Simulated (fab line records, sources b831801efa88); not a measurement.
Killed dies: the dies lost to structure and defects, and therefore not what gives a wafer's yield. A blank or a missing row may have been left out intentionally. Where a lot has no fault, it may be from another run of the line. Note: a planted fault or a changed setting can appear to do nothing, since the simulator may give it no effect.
Comparing a struck lot with a sound one	flow sky130	22 steps out of a route of 708
Sound: the wafers L418.1, L418.3, L418.5. Wafers struck: L420.1, L420.4, L420.5. The cause comes at the end.
At each step with rows: each side's tool, then ch and its chambers, then its first start. Under that, the readings that differ: sound wafers	struck wafers	difference of the means	sigmas: that difference in standard deviations of wafers without a fault.
alike: readings whose means differ by less than 2 such deviations, and words and numbers that are the same on both sides. not compared: withheld readings, readings that some wafer has no value for, bounds like >300 that may hide the same value, and numbers for which the record gives no deviation and whose values overlap.
A row with sigmas, a row that says differs or no value, or rows on one side alone: a step with any of these is where the two part. Numbers that have no deviation but don't overlap get no sigmas and don't part them. Lack of a reading on every wafer of one side parts them only where that side has two or more wafers.

first, 1 step without rows for these wafers: SKY_POLY_GATE_OXIDATION_20 (stabilise 600 s, purge 300 s, target thk 4 nm).
SKY_POLY_GATE_THK_MEAS_21:
  sound on filmMetro-02 at day 22 16:13; struck on filmMetro-02 at day 24 05:16
reading	sound	struck	difference	sigmas
POLY_GATE_OXIDATION_THK (nm)	4.06 4.05 4.06	3.89 3.84 3.80	-0.21	-2
SKY_POLY_GATE_CD_MEAS_22:
  sound on cdSem-02 at day 22 16:16; struck on cdSem-01 at day 24 05:20
  alike: cdNm
then, 7 steps without rows for these wafers: SKY_LDD_N_DEHYDRATE_00 (time 60 s); SKY_LDD_N_HMDS_01 (prime time 60 s); SKY_LDD_N_COAT_02 (resist thk 300 nm); SKY_LDD_N_SOFTBAKE_03 (time 60 s); SKY_LDD_N_EXPOSE_04 (exposes mask NTM, target cd 840 nm); SKY_LDD_N_PEB_05; SKY_LDD_N_DEVELOP_06 (develop time 60 s).
SKY_LDD_N_OVL_MEAS_07:
  sound on overlay-02 at day 23 22:20; struck on overlay-02 at day 25 10:59
  alike: LDD_N_OVL
following that, these wafers have no rows for 1 step: SKY_LDD_N_IMPLANT_08.
SKY_LDD_N_IMPLANT_09:
  sound on implanter-02 ch 0, day 23 22:37; struck on implanter-02 ch 0, day 25 11:10
reading	sound	struck	difference	sigmas
beamOnS (s)	9.96 9.81 10.05	17.27 17.95 17.72	+7.71	+39
doseIonsCm2	7.511e+13 7.495e+13 7.508e+13	1.4595e+14 1.4609e+14 1.4589e+14	+7.0930e+13	+99 or more
faradayCurrentUA	425 430 421	475 458 464	+40	+5
then, 6 steps without rows for these wafers: SKY_LDD_N_IMPLANT_10; SKY_LDD_N_IMPLANT_11; SKY_LDD_N_IMPLANT_12; SKY_LDD_N_IMPLANT_13; SKY_LDD_N_IMPLANT_14; SKY_LDD_N_IMPLANT_15.
SKY_LDD_N_STRIP_16: strips in O2/N2.
  sound on plasmaAsher-01 ch 0,1, day 23 23:40; struck on plasmaAsher-01 ch 1, day 25 12:13
reading	sound	struck	difference	sigmas
stripTimeToEndpointS (s)	4.329 4.314 4.321	4.521 4.524 4.537	+0.206	+13
  alike: chamberPressureMTorr, drypumpMotorCurrentA, o2FlowSccm, oesProductAu
  not compared: rfHoursCounterH
SKY_LDD_N_TW_MEAS_17:
  sound on filmMetro-01 at day 23 23:47; struck on filmMetro-01 at day 25 12:33
reading	sound	struck	difference	sigmas
LDD_N_TW	2584 2592 2597	2679 2668 2677	+84	+7
  not compared: hold
-- here the record skips 25 days between the struck wafers' starts before and after, leaving off in module LDD_N and picking up in module PAD_OPEN (first step shown: number 708 of the route) --
SKY_PAD_OPEN_PROBE_99:
  sound on prober-02 at day 49 16:49; struck on prober-02 at day 50 17:44
reading	sound	struck	difference	sigmas
model.etest.tipN.rsOhmSq	443.4 445.8 443.1	388.2 387.8 388.2	-56.0	
model.etest.nfet_01v8_swapped.vtSatV (V)	0.6564 0.652 0.6583	0.6395 0.6435 0.6489	-0.0116	
  alike: killed_at_M0_to_M3, killed_at_M4_up, killedAtContacts, killedAtFrontEnd, killedAtOther, killedDies, killedOpen, killedShort

== WHERE THEY PART ==
Earliest at SKY_POLY_GATE_THK_MEAS_21; latest, in this record, at SKY_LDD_N_TW_MEAS_17. Later steps at which nothing parts them and some readings are alike: SKY_PAD_OPEN_PROBE_99.

WHY: what the simulator had put in
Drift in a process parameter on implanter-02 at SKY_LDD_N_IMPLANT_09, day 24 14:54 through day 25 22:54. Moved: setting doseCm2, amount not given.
